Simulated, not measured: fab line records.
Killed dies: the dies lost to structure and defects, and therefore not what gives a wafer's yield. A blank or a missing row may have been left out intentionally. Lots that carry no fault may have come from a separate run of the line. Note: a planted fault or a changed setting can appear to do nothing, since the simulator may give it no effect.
fab line records | flow sky130
record: lots: 6 wafers: 18 lastDay: 50
route steps=708 shown VT_ADJUST_PCH@151 SONOS_TUNNEL@154 PAD_OPEN@708
lots with no fault: from the same line, run without faults
startH: hours from the record's first day to the start of the lot's first wafer shown | waitH: how many hours have passed since the lot's step before this one | " same as the row above | L1.1+2: several wafers, shown together as one row | - no value, or no start was given | * or withheld: withheld | < > ~ a bound
route shown NAME@n: a module of which the file shows steps, and the number in the route of the first | usual: average and standard deviation across the fault-free wafers | same: alike in all rows | chamber/n: place in a boat | sites: the reading at each site | _std_site: their standard deviation | _edge_site: mean of outer sites minus mean of inner sites | radiusMm: how far each site lies from the wafer's centre | mask NAME#n: copy n | behind: the last tool/chamber to shape the wafer | hold: why the lot was held/for how many hours/how that ended | device: transistor that didn't switch, given as n, p or np | end of line: at the end of the route, the tests of the same wafers | a step given without rows: its recipe and nothing more | killed: at the first sort, the dies lost to defects and structure; wafer yield is something else | map: per-die view of a wafer (x killed, . not killed, _ where there is no die)
set.NAME: setting as actually run; set.NAME@STEP: the setting as run at that earlier step | model.NAME: the simulator's own value behind a step, which no gauge read
lots at some steps of the route; a table a step, a row a wafer
services: the hour from which a tool's chamber was out of use, counted from the record's first day as startH (under 0 if before that day), plus the number of hours and why
== steps ==
step: SKY_VT_ADJUST_PCH_IMPLANT_08
recipe: species: B energyKev: 10 doseCm2: 5e+11 tiltDeg: withheld
step: SKY_VT_ADJUST_PCH_STRIP_09
recipe: chemistry: O2/N2 powerW: 1400 pressureMtorr: 1500 platenTempC: withheld o2FlowSccm: 3000 n2FlowSccm: 300 overashFraction: 0.5
usual: drypumpMotorCurrentA: 5.72/0.27 oesProductAu: 0.722/0.0049 stripTimeToEndpointS: 36.95/0.11
columns lot.wafer tool chamber startH waitH drypumpMotorCurrentA oesProductAu rfHoursCounterH stripTimeToEndpointS
L722.2 plasmaAsher-03 1 261.15 0.1 5.92 0.716 46 36.85
L722.3 " 1 " " 5.90 0.715 - 36.94
L722.4 " 0 " " 5.54 0.721 - 36.86
L723.1 plasmaAsher-03 0 274.32 0.1 5.52 0.716 48 36.86
L723.3 " 0 " " 5.52 0.722 - 36.82
L723.5 " 0 " " 5.53 0.716 - 36.74
L732.4 plasmaAsher-04 1 344.08 0.1 5.99 0.722 - 37.04
L732.5 " 1 " " 5.97 0.719 - 37.08
L732.6 " 0 " " 5.27 0.718 - 37.20
L734.1 plasmaAsher-03 0 365.22 0.1 5.55 0.716 57 36.95
L734.2 " 1 " " 5.93 0.723 57 36.98
L734.6 " 0 " " 5.51 0.729 - 37.05
L735.3 plasmaAsher-02 0 376.00 0.1 5.64 0.731 - 36.91
L735.4 " 1 " " 6.00 0.725 - 36.92
L735.6 " 0 " " 5.62 0.726 - 36.89
L739.1 plasmaAsher-04 0 398.32 0.1 5.25 0.729 72 36.86
L739.4 " 1 " " 5.95 0.721 - 36.85
L739.6 " 1 " " 5.93 0.712 - 36.84
step: SKY_VT_ADJUST_PCH_TW_MEAS_10
usual: VT_ADJUST_PCH_TW: 142.9/1.6
columns lot.wafer tool chamber startH waitH VT_ADJUST_PCH_TW
L722.2 filmMetro-02 - 261.26 0.1 141.0
L722.3 " - " " 141.2
L722.4 " - " " 141.1
L723.1 filmMetro-04 - 274.42 0.1 142.1
L723.3 " - " " 142.6
L723.5 " - " " 142.4
L732.4 filmMetro-02 - 344.18 0.1 140.8
L732.5 " - " " 141.5
L732.6 " - " " 140.5
L734.1 filmMetro-02 - 365.32 0.1 141.3
L734.2 " - " " 141.2
L734.6 " - " " 140.8
L735.3 filmMetro-04 - 376.09 0.1 143.4
L735.4 " - " " 143.0
L735.6 " - " " 142.6
L739.1 filmMetro-04 - 398.42 0.1 143.4
L739.4 " - " " 143.9
L739.6 " - " " 142.1
step: SKY_SONOS_TUNNEL_DEHYDRATE_00
recipe: tempC: 200 timeS: 60
step: SKY_SONOS_TUNNEL_HMDS_01
recipe: primeTimeS: 60 primeTempC: 120
step: SKY_SONOS_TUNNEL_COAT_02
recipe: resist: NOVOLAK spinRpm: 3000 resistThkNm: 1140
step: SKY_SONOS_TUNNEL_SOFTBAKE_03
recipe: tempC: 90 timeS: 60 resist: NOVOLAK
step: SKY_SONOS_TUNNEL_EXPOSE_04
recipe: maskId: TUNM na: 0.6 sourceShape: conventional sigmaOuter: 0.6 polarization: unpolarized targetCdNm: 410 doseMj: 136
step: SKY_SONOS_TUNNEL_PEB_05
recipe: tempC: withheld timeS: * resist: NOVOLAK
step: SKY_SONOS_TUNNEL_DEVELOP_06
recipe: resist: NOVOLAK developer: TMAH developTimeS: 60 devTempC: 23
step: SKY_SONOS_TUNNEL_CD_MEAS_07
recipe: targetCdNm: 410
usual: cdNm: 410.1/2.2
columns lot.wafer tool chamber startH waitH cdNm
L722.2 cdSem-02 - 285.13 0.1 410.8
L722.3 " - " " 411.6
L722.4 " - " " 408.5
L723.1 cdSem-02 - 298.51 0.1 410.7
L723.3 " - " " 410.9
L723.5 " - " " 412.1
L732.4 cdSem-01 - 371.33 0.1 410.0
L732.5 " - " " 410.1
L732.6 " - " " 409.0
L734.1 cdSem-01 - 392.97 0.1 411.8
L734.2 " - " " 412.1
L734.6 " - " " 411.8
L735.3 cdSem-01 - 404.98 0.1 412.6
L735.4 " - " " 414.3
L735.6 " - " " 412.0
L739.1 cdSem-01 - 427.94 0.1 411.0
L739.4 " - " " 410.4
L739.6 " - " " 410.0
step: SKY_SONOS_TUNNEL_OVL_MEAS_08
usual: SONOS_TUNNEL_OVL: 0.0/1.5
columns lot.wafer tool chamber startH waitH SONOS_TUNNEL_OVL[nm]
L722.2 overlay-01 - 285.24 0.1 -0.3
L722.3 " - " " -0.1
L722.4 " - " " -1.1
L723.1 overlay-01 - 298.63 0.1 0.4
L723.3 " - " " -0.1
L723.5 " - " " 0.3
L732.4 overlay-01 - 371.40 0.1 0.8
L732.5 " - " " 1.5
L732.6 " - " " 1.3
L734.1 overlay-01 - 393.09 0.1 -2.6
L734.2 " - " " -3.3
L734.6 " - " " -1.6
L735.3 overlay-02 - 405.07 0.1 -2.0
L735.4 " - " " -2.8
L735.6 " - " " -2.3
L739.1 overlay-01 - 428.06 0.1 -0.1
L739.4 " - " " 1.3
L739.6 " - " " 0.0
step: SKY_SONOS_TUNNEL_IMPLANT_09
recipe: species: B energyKev: 20 doseCm2: 1e+12 tiltDeg: withheld
usual: doseIonsCm2: 1.0001e+12/1.1e+09 faradayCurrentUA: 5.64/0.11
columns lot.wafer tool chamber startH waitH doseIonsCm2 faradayCurrentUA
L722.2 implanter-01 0 285.29 0.0 1.0005e+12 5.70
L722.3 " 0 " " 1.0008e+12 5.84
L722.4 " 0 " " 9.999e+11 5.62
L723.1 implanter-02 0 298.67 0.0 1.0007e+12 5.77
L723.3 " 0 " " 1.0003e+12 5.75
L723.5 " 0 " " 1.0002e+12 5.49
L732.4 implanter-01 0 371.50 0.1 9.985e+11 5.64
L732.5 " 0 " " 9.995e+11 5.65
L732.6 " 0 " " 9.992e+11 5.58
L734.1 implanter-02 0 393.12 0.0 1.521e+12 8.41
L734.2 " 0 " " 1.5221e+12 8.27
L734.6 " 0 " " 1.5208e+12 8.42
L735.3 implanter-02 0 405.14 0.1 1.5231e+12 8.52
L735.4 " 0 " " 1.5221e+12 8.73
L735.6 " 0 " " 1.5248e+12 8.28
L739.1 implanter-01 0 428.09 0.0 1.0004e+12 5.58
L739.4 " 0 " " 1.0024e+12 5.49
L739.6 " 0 " " 1.0017e+12 5.67
step: SKY_SONOS_TUNNEL_WET_ETCH_10
recipe: chemistry: dHF targetDepthNm: 14 target: SiO2 dilution: 100:1 tempC: 25 timeS: 280
step: SKY_SONOS_TUNNEL_STRIP_11
recipe: chemistry: SPM timeS: 600 tempC: 130
step: SKY_SONOS_TUNNEL_TW_MEAS_12
usual: SONOS_TUNNEL_TW: 197.2/2.1
columns lot.wafer tool chamber startH waitH SONOS_TUNNEL_TW
L722.2 filmMetro-03 - 285.70 0.0 197.2
L722.3 " - " " 196.0
L722.4 " - " " 196.7
L723.1 filmMetro-03 - 299.08 0.0 196.3
L723.3 " - " " 198.8
L723.5 " - " " 198.3
L732.4 filmMetro-01 - 371.88 0.0 199.6
L732.5 " - " " 199.7
L732.6 " - " " 200.4
L734.1 filmMetro-03 - 393.71 0.0 221.9
L734.2 " - " " 222.4
L734.6 " - " " 222.5
L735.3 filmMetro-01 - 405.52 0.0 223.9
L735.4 " - " " 225.1
L735.6 " - " " 224.7
L739.1 filmMetro-02 - 428.52 0.0 193.8
L739.4 " - " " 194.9
L739.6 " - " " 194.5
step: SKY_SONOS_TUNNEL_CLEAN_13
recipe: chemistry: dHF timeS: 20 dilution: 100:1 dry: ipaMarangoni
step: SKY_PAD_OPEN_PROBE_99
usual: killed_at_M0_to_M3: 42/6.6 killed_at_M4_up: 3.1/1.9 killedAtContacts: 25/5.7 killedAtFrontEnd: 16/5 killedAtOther: 0.2/0.38 killedDies: 86/9.6 killedOpen: 47/7.2 killedShort: 39/6.2
same: grossDies: 492 killedAtBackSide: 0
columns lot.wafer tool chamber startH waitH killed_at_M0_to_M3 killed_at_M4_up killedAtContacts killedAtFrontEnd killedAtOther killedDies killedOpen killedShort model.etest.sonosUncharged.rOnOhmUm model.etest.sonosProgrammed.vtV model.etest.sonosBaked.vtV model.etest.sonosUncharged.vtV model.etest.sonosErased.vtV
L722.2 prober-01 - 1105.55 0.1 42 2 19 8 0 71 35 36 794.6 1.513 1.008 -0.447 -2.326
L722.3 prober-01 - 1105.60 0.2 44 2 19 12 0 77 46 31 795.5 1.474 1.006 -0.4774 -2.314
L722.4 prober-01 - 1105.65 0.2 45 4 22 8 0 79 41 38 801.5 1.582 1.003 -0.4412 -2.35
L723.1 prober-02 - 1118.86 0.1 49 5 29 15 0 98 54 44 814 1.454 0.9339 -0.4531 -2.266
L723.3 prober-02 - 1118.96 0.2 42 2 26 14 0 84 42 42 812.2 1.497 0.9765 -0.4478 -2.3
L723.5 prober-02 - 1119.06 0.2 38 1 24 21 0 84 54 30 817.3 1.524 0.9892 -0.4448 -2.325
L732.4 prober-01 - 1167.89 0.2 45 0 19 14 0 78 40 38 830 1.44 0.9624 -0.4168 -2.208
L732.5 prober-01 - 1167.94 0.2 39 4 20 21 0 84 35 49 829.8 1.452 0.9928 -0.4617 -2.223
L732.6 prober-01 - 1167.99 0.2 46 2 28 16 0 92 54 38 837.3 1.424 0.8953 -0.4063 -2.242
L734.1 prober-01 - 1178.66 0.1 38 5 20 14 0 77 47 30 857.1 1.596 1.151 -0.2701 -2.201
L734.2 prober-01 - 1178.71 0.1 38 1 28 15 0 82 44 38 841.2 1.691 1.191 -0.3153 -2.207
L734.6 prober-01 - 1178.91 0.2 42 3 19 20 1 85 46 39 844 1.65 1.167 -0.2839 -2.245
L735.3 prober-02 - 1189.86 0.2 51 1 24 24 0 100 65 35 827 1.575 1.06 -0.3518 -2.148
L735.4 prober-02 - 1189.91 0.2 39 3 24 10 1 77 45 32 822.7 1.536 1.034 -0.3451 -2.178
L735.6 prober-02 - 1190.01 0.2 44 8 14 16 0 82 45 37 836.3 1.543 1.052 -0.317 -2.188
L739.1 prober-02 - 1197.80 0.1 42 2 25 10 1 80 47 33 811.9 1.303 0.9007 -0.4567 -2.14
L739.4 prober-02 - 1197.95 0.2 53 3 22 9 0 87 40 47 831.8 1.355 0.9012 -0.4168 -2.24
L739.6 prober-02 - 1198.05 0.2 44 5 21 9 0 79 39 40 821.3 1.381 0.8843 -0.4425 -2.226
killed by level:class
L722.2 VIA3:geometricParticle:open=8 LI_CONTACT:geometricParticle:open=7 VIA1:geometricParticle:open=7 VIA1:geometricParticle:short=6 VIA2:geometricParticle:open=5 METAL1:geometricParticle:short=5 LI_CONTACT:geometricParticle:short=4 LOCAL_INTERCONNECT:geometricParticle:short=4
L722.3 VIA1:geometricParticle:open=13 VIA2:geometricParticle:open=10 CONTACT:geometricParticle:open=7 FIELD_ISO:geometricParticle:open=6 LOCAL_INTERCONNECT:geometricParticle:short=5 METAL1:geometricParticle:short=5 LI_CONTACT:geometricParticle:open=4 VIA2:geometricParticle:short=4
L722.4 VIA1:geometricParticle:open=11 METAL2:geometricParticle:short=8 CONTACT:geometricParticle:short=7 VIA2:geometricParticle:open=6 CONTACT:geometricParticle:open=5 METAL1:geometricParticle:short=4 LI_CONTACT:geometricParticle:open=4 VIA1:geometricParticle:short=4
L723.1 CONTACT:geometricParticle:open=12 VIA1:geometricParticle:open=12 VIA2:geometricParticle:open=9 LI_CONTACT:geometricParticle:open=7 CONTACT:geometricParticle:short=7 METAL2:geometricParticle:short=7 VIA1:geometricParticle:short=5 VIA3:geometricParticle:short=5
L723.3 VIA1:geometricParticle:open=9 LI_CONTACT:geometricParticle:open=7 VIA2:geometricParticle:open=7 FIELD_ISO:geometricParticle:short=6 CONTACT:geometricParticle:open=6 METAL1:geometricParticle:short=6 VIA1:geometricParticle:short=6 LOCAL_INTERCONNECT:geometricParticle:short=4
L723.5 CONTACT:geometricParticle:open=15 VIA1:geometricParticle:open=10 VIA3:geometricParticle:open=9 FIELD_ISO:geometricParticle:short=6 METAL2:geometricParticle:short=5 VIA2:geometricParticle:open=5 FIELD_ISO:geometricParticle:open=4 CONTACT:geometricParticle:short=4
L732.4 VIA1:geometricParticle:open=10 METAL2:geometricParticle:short=7 VIA1:geometricParticle:short=6 LI_CONTACT:geometricParticle:open=5 CONTACT:geometricParticle:open=5 CONTACT:geometricParticle:short=4 METAL1:geometricParticle:short=4 VIA2:geometricParticle:open=4
L732.5 POLY_GATE:geometricParticle:short=9 METAL2:geometricParticle:short=7 CONTACT:geometricParticle:short=7 VIA1:geometricParticle:open=7 VIA1:geometricParticle:short=7 CONTACT:geometricParticle:open=5 VIA2:geometricParticle:open=5 LOCAL_INTERCONNECT:geometricParticle:short=4
L732.6 CONTACT:geometricParticle:open=16 VIA1:geometricParticle:open=13 LI_CONTACT:geometricParticle:open=6 VIA2:geometricParticle:short=6 POLY_GATE:geometricParticle:short=5 VIA1:geometricParticle:short=5 METAL2:geometricParticle:short=5 VIA3:geometricParticle:open=5
L734.1 CONTACT:geometricParticle:open=14 VIA1:geometricParticle:open=10 VIA2:geometricParticle:open=6 VIA1:geometricParticle:short=5 VIA3:geometricParticle:open=4 FIELD_ISO:geometricParticle:open=3 FIELD_ISO:geometricParticle:short=3 METAL4:geometricParticle:short=3
L734.2 VIA1:geometricParticle:open=10 CONTACT:geometricParticle:short=8 VIA3:geometricParticle:open=8 CONTACT:geometricParticle:open=7 LI_CONTACT:geometricParticle:open=6 LOCAL_INTERCONNECT:geometricParticle:short=6 FIELD_ISO:geometricParticle:short=5 METAL1:geometricParticle:short=5
L734.6 VIA1:geometricParticle:open=9 METAL2:geometricParticle:short=7 LI_CONTACT:geometricParticle:open=6 CONTACT:geometricParticle:open=6 POLY_GATE:geometricParticle:open=5 METAL1:geometricParticle:open=5 FIELD_ISO:geometricParticle:open=4 POLY_GATE:geometricParticle:short=4
L735.3 VIA1:geometricParticle:open=14 VIA2:geometricParticle:open=11 LI_CONTACT:geometricParticle:open=10 CONTACT:geometricParticle:open=8 VIA1:geometricParticle:short=6 POLY_GATE:geometricParticle:open=5 FIELD_ISO:geometricParticle:open=4 POLY_GATE:geometricParticle:short=4
L735.4 CONTACT:geometricParticle:open=14 METAL1:geometricParticle:short=9 VIA1:geometricParticle:open=6 VIA3:geometricParticle:open=5 LI_CONTACT:geometricParticle:open=4 METAL2:geometricParticle:short=4 POLY_GATE:geometricParticle:open=3 VIA3:geometricParticle:short=3
L735.6 VIA2:geometricParticle:open=13 VIA3:geometricParticle:open=12 METAL4:geometricParticle:short=8 FIELD_ISO:geometricParticle:short=7 VIA1:geometricParticle:open=7 FIELD_ISO:geometricParticle:open=5 LOCAL_INTERCONNECT:geometricParticle:short=4 CONTACT:geometricParticle:open=4
L739.1 VIA1:geometricParticle:open=11 CONTACT:geometricParticle:open=10 VIA3:geometricParticle:open=7 LI_CONTACT:geometricParticle:open=6 LOCAL_INTERCONNECT:geometricParticle:short=5 VIA2:geometricParticle:open=5 FIELD_ISO:geometricParticle:open=4 VIA1:geometricParticle:short=4
L739.4 VIA1:geometricParticle:open=12 METAL1:geometricParticle:short=11 METAL2:geometricParticle:short=7 VIA1:geometricParticle:short=7 VIA3:geometricParticle:open=7 CONTACT:geometricParticle:open=6 LI_CONTACT:geometricParticle:open=4 LOCAL_INTERCONNECT:geometricParticle:short=4
L739.6 VIA1:geometricParticle:open=10 METAL2:geometricParticle:short=9 CONTACT:geometricParticle:open=7 VIA1:geometricParticle:short=6 VIA2:geometricParticle:open=6 LOCAL_INTERCONNECT:geometricParticle:short=4 CONTACT:geometricParticle:short=4 METAL4:geometricParticle:short=4
== services ==
columns tool chamber startH hours kind
plasmaAsher-02 - 276.26 2.8 pm
implanter-02 - 282.18 5.3 repair
implanter-01 - 378.60 3.9 pm
implanter-02 - 379.73 3.9 pm
implanter-02 - 386.24 1.0 repair
plasmaAsher-04 - 388.27 2.8 repair
plasmaAsher-04 - 409.57 0.5 repair
plasmaAsher-04 - 421.25 9.0 pm
plasmaAsher-04 0 421.25 9.0 ventCycle
plasmaAsher-04 1 421.25 9.0 ventCycle
implanter-01 - 425.02 2.9 pm
== key ==
firstSign: step: SKY_SONOS_TUNNEL_IMPLANT_09 reading: doseIonsCm2 direction: up sigmas: 99+ usual: * struck: *
effect: step: SKY_SONOS_TUNNEL_IMPLANT_09 reading: faradayCurrentUA direction: up sigmas: 26 usual: 5.64 struck: 8.44
effect: step: SKY_SONOS_TUNNEL_TW_MEAS_12 reading: SONOS_TUNNEL_TW direction: up sigmas: 12 usual: 197.2 struck: 223.4
modelEffect: step: SKY_PAD_OPEN_PROBE_99 value: etest.sonosUncharged.rOnOhmUm without: 801.4 struck: 838
metAt SKY_SONOS_TUNNEL_IMPLANT_09
struckWafers L734.1,L734.2,L734.6,L735.3,L735.4,L735.6
testerLeftOut L734,L735
onsetBetween 298.67 393.12
fault: kind: processParameterDrift tool: implanter-02 chamber: - onsetH: 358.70 steps: SKY_SONOS_TUNNEL_IMPLANT_09 channel: doseCm2 offset: * shape: step endH: 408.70 actsIn: * stated: *
testerLeftOut: of these lots the tester's yield and bins aren't shown, on N5 and GAA mostly nor the transistor test; their killed dies are dies lost to structure and defects alone, not to doping, threshold or leakage, so they don't give the yield
